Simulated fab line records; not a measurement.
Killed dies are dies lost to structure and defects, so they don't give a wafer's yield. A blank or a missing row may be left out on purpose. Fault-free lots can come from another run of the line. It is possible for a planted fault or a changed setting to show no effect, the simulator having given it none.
A struck lot beside a sound one -- flow sfq-line -- 37 steps out of a route of 325
Sound: these wafers, L825.3, L825.5, L825.6. Struck: wafer L831.2. (L831.4, L831.6 of the same lot were not struck and are left out.) The cause comes at the end.
Each step with rows lists, per side, the tool, then ch with its chambers, then its first start. Under that, the readings that differ: sound wafers -- struck wafers -- difference of the means -- sigmas: that difference in standard deviations of wafers without a fault.
alike: a reading whose means differ by less than 2 such deviations, as well as words and numbers matching on both sides. not compared: withheld readings; readings where some wafer has no value; bounds like >300 that might hide an equal value; numbers whose values overlap and for which the record gives no deviation.
The two part at a step that has a row with sigmas, a row that says differs or no value, or rows on one side only. Numbers that have no deviation but don't overlap get no sigmas and don't part them. A reading missing from all wafers of one side parts the sides only when that side holds two or more wafers.

SFQ_R5_THK_MEAS_934: measures by xrf.
  sound on film-metro-02 at day 50 10:24; struck on film-metro-01 at day 56 07:34
  alike: R5_MONX_THK
then, 6 steps without rows for these wafers: SFQ_TRILAYER_R5_LITHO_COAT_141 (resist thk 62 nm); SFQ_TRILAYER_R5_LITHO_COAT_136 (resist thk 600 nm); SFQ_TRILAYER_R5_LITHO_SOFTBAKE_140; SFQ_TRILAYER_R5_LITHO_EXPOSE_137 (exposes mask R5, target cd 500 nm); SFQ_TRILAYER_R5_LITHO_PEB_139 (peb time 60 s); SFQ_TRILAYER_R5_LITHO_DEVELOP_138 (time 60 s).
SFQ_R5_OVL_MEAS_935:
  sound on overlay-02 at day 55 15:04; struck on overlay-02 at day 56 09:53
  alike: R5_OVL
then, 1 step without rows for these wafers: SFQ_TRILAYER_R5_BARC_OPEN_METAL_ETCH_177 (etches BARC in O2, target depth 125 nm, time 41.7 s).
SFQ_TRILAYER_R5_ETCH_METAL_ETCH_139: etches the open film in Cl2, stops on SiO2, target depth 60 nm, time 40 s.
  sound on rie-metal-04 ch 0,1, day 55 15:10; struck on rie-metal-03 ch 1, day 56 09:58
reading,sound,struck,difference,sigmas
rf-hours-counter-h (h),- - -,7,no value on the sound wafers,
  alike: drypump-motor-current-A, oes-product-au
then, 2 steps without rows for these wafers: SFQ_TRILAYER_R5_STRIP_STRIP_140 (strips in O2); SFQ_TRILAYER_R5_STRIP_SOLV_CLEAN_141 (cleans in NMP, time 600 s).
SFQ_TRILAYER_A5C_DEP_PECVD_142: deposits SiO2 from SiH4/N2O, time 15.556 s, target thk 70 nm.
  sound on pecvd-02 ch 1,2, day 55 15:59; struck on pecvd-02 ch 0, day 56 10:49
reading,sound,struck,difference,sigmas
model.SiO2_of_TRILAYER_A5C_DEP_PECVD_142.thk-nm (nm),69.87 69.27 71.05,52.81,-17.25,
  alike: heater-power-w, susceptor-temp-C, throttle-valve-pct
then, 6 steps without rows for these wafers: SFQ_TRILAYER_I5_LITHO_COAT_149 (resist thk 62 nm); SFQ_TRILAYER_I5_LITHO_COAT_144 (resist thk 650 nm); SFQ_TRILAYER_I5_LITHO_SOFTBAKE_148; SFQ_TRILAYER_I5_LITHO_EXPOSE_145 (exposes mask I5, target cd 700 nm); SFQ_TRILAYER_I5_LITHO_PEB_147 (peb time 60 s); SFQ_TRILAYER_I5_LITHO_DEVELOP_146 (time 60 s).
-- the record jumps here: 5 days lie between the struck wafers' starts before and after --
SFQ_I5_OVL_MEAS_936:
  sound on overlay-02 at day 60 00:20; struck on overlay-02 at day 61 01:29
  alike: I5_OVL
SFQ_TRILAYER_I5_BARC_OPEN_VIA_ETCH_200: etches BARC in O2, target depth 125 nm, time 41.7 s.
  sound on rie-diel-01 ch 0,1,3, day 60 00:21; struck on rie-diel-03 ch 2, day 61 01:31
  alike: drypump-motor-current-A, oes-product-au
  not compared: rf-hours-counter-h
then, 1 step without rows for these wafers: SFQ_TRILAYER_I5_ETCH_VIA_ETCH_147 (etches the open film in CHF3, stops on Nb, target depth 360 nm).
SFQ_TRILAYER_I5_STRIP_STRIP_148: strips in O2.
  sound on rie-metal-01 ch 0,1, day 60 00:44; struck on rie-metal-02 ch 1, day 61 01:42
reading,sound,struck,difference,sigmas
rf-hours-counter-h (h),- - -,130,no value on the sound wafers,
  alike: drypump-motor-current-A, oes-product-au
then, 7 steps without rows for these wafers: SFQ_TRILAYER_I5_STRIP_SOLV_CLEAN_149 (cleans in NMP, time 600 s); SFQ_TRILAYER_C5_LITHO_COAT_156 (resist thk 62 nm); SFQ_TRILAYER_C5_LITHO_COAT_151 (resist thk 650 nm); SFQ_TRILAYER_C5_LITHO_SOFTBAKE_155; SFQ_TRILAYER_C5_LITHO_EXPOSE_152 (exposes mask C5, target cd 500 nm); SFQ_TRILAYER_C5_LITHO_PEB_154 (peb time 60 s); SFQ_TRILAYER_C5_LITHO_DEVELOP_153 (time 60 s).
SFQ_C5_OVL_MEAS_937:
  sound on overlay-01 at day 60 21:24; struck on overlay-01 at day 61 17:47
  alike: C5_OVL
SFQ_TRILAYER_C5_BARC_OPEN_VIA_ETCH_210: etches BARC in O2, target depth 125 nm, time 41.7 s.
  sound on rie-diel-02 ch 1,2, day 60 21:25; struck on rie-diel-02 ch 3, day 61 17:49
  alike: drypump-motor-current-A, oes-product-au
  not compared: rf-hours-counter-h
SFQ_TRILAYER_C5_ETCH_VIA_ETCH_154: etches SiO2 in CHF3, stops on Nb, target depth 84 nm.
  sound on rie-diel-02 ch 1,2, day 60 21:28; struck on rie-diel-02 ch 3, day 61 17:52
reading,sound,struck,difference,sigmas
oes-product-au (a.u.),0.897 0.897 0.896,0.762,-0.135,-16
model.C5.feature-depth-nm (nm),69.87 69.27 71.05,52.81,-17.25,
model.etch.depth-nm (nm),69.87 69.27 71.05,52.81,-17.25,
  alike: drypump-motor-current-A
SFQ_TRILAYER_C5_STRIP_STRIP_155: strips in O2.
  sound on rie-metal-01 ch 0,1, day 60 21:43; struck on rie-metal-02 ch 1, day 61 17:55
reading,sound,struck,difference,sigmas
rf-hours-counter-h (h),- - -,131,no value on the sound wafers,
  alike: drypump-motor-current-A, oes-product-au
then, 1 step without rows for these wafers: SFQ_TRILAYER_C5_STRIP_SOLV_CLEAN_156 (cleans in NMP, time 600 s).
SFQ_TRILAYER_M6_DEP_PRE_CLEAN_158: time 22.5 s.
  sound on pvd-sputter-05 at day 60 22:17; struck on pvd-sputter-05 at day 61 18:42
reading,sound,struck,difference,sigmas
model.SiO2_of_TRILAYER_A5C_DEP_PECVD_142.thk-nm (nm),62.37 61.77 63.55,45.31,-17.25,
then, 1 step without rows for these wafers: SFQ_TRILAYER_M6_DEP_SPUTTER_157 (material Nb, target thk 200 nm, time 133.3 s).

## WHERE THEY PART
Earliest at SFQ_TRILAYER_R5_ETCH_METAL_ETCH_139; latest, in this record, at SFQ_TRILAYER_C5_STRIP_STRIP_155.

WHY: what the simulator had put in
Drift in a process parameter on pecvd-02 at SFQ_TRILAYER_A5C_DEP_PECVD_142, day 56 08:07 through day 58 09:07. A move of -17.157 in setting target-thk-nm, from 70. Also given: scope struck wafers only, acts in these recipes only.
